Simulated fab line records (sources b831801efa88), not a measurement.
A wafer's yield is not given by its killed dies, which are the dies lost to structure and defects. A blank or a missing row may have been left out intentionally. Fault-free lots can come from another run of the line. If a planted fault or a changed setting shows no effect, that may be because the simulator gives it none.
Chamber matching ; flow sky130 ; 4 sister chambers for SKY_VIA2_CMP_24 on cmp-01
The step polishes, stops on SiO2, t overpolish 20 s, target thk 0 nm. 4 wafers are shown with their chamber, then 8 later ones without.

== WAFERS WITH THEIR CHAMBER ==
wafer;chamber;time-to-endpoint-s (s)
L083.2;3;106
L087.2;2;94
L087.5;0;114
L088.3;1;108

== WAFERS WITH NO CHAMBER GIVEN ==
wafer;time-to-endpoint-s (s)
L088.5;112
L088.6;104
L094.1;103
L094.2;107
L094.5;104
L096.3;110
L096.4;109
L096.5;108

== THE CHAMBER EACH PASSED THROUGH ==
wafer;from the rows above;in truth
L088.5;can't be placed: 0 or 1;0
L088.6;can't be placed: 3 or 1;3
L094.1;can't be placed: 3 or 1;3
L094.2;can't be placed: 1 or 3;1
L094.5;can't be placed: 3 or 1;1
L096.3;can't be placed: 1 or 0 or 3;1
L096.4;can't be placed: 1 or 3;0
L096.5;can't be placed: 1 or 3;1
0 of 8 placed correctly. Can't be placed from these rows: 8 (the true chamber is among the candidates in 7). Number placed wrongly: 0.
How it was worked out, from the rows above alone: a wafer's distance from a chamber is the root of the sum, over the readings, of the square of ((its reading less the chamber's mean) divided by the reading's scatter). The wafer belongs to the nearest chamber; if the next one is less than 2 further off, it can't be placed. The mean given for a chamber averages the wafers shown for that chamber. The scatter: with one shown wafer a chamber, the root of the mean of the squares of how far each hidden wafer lies from its nearest shown one.
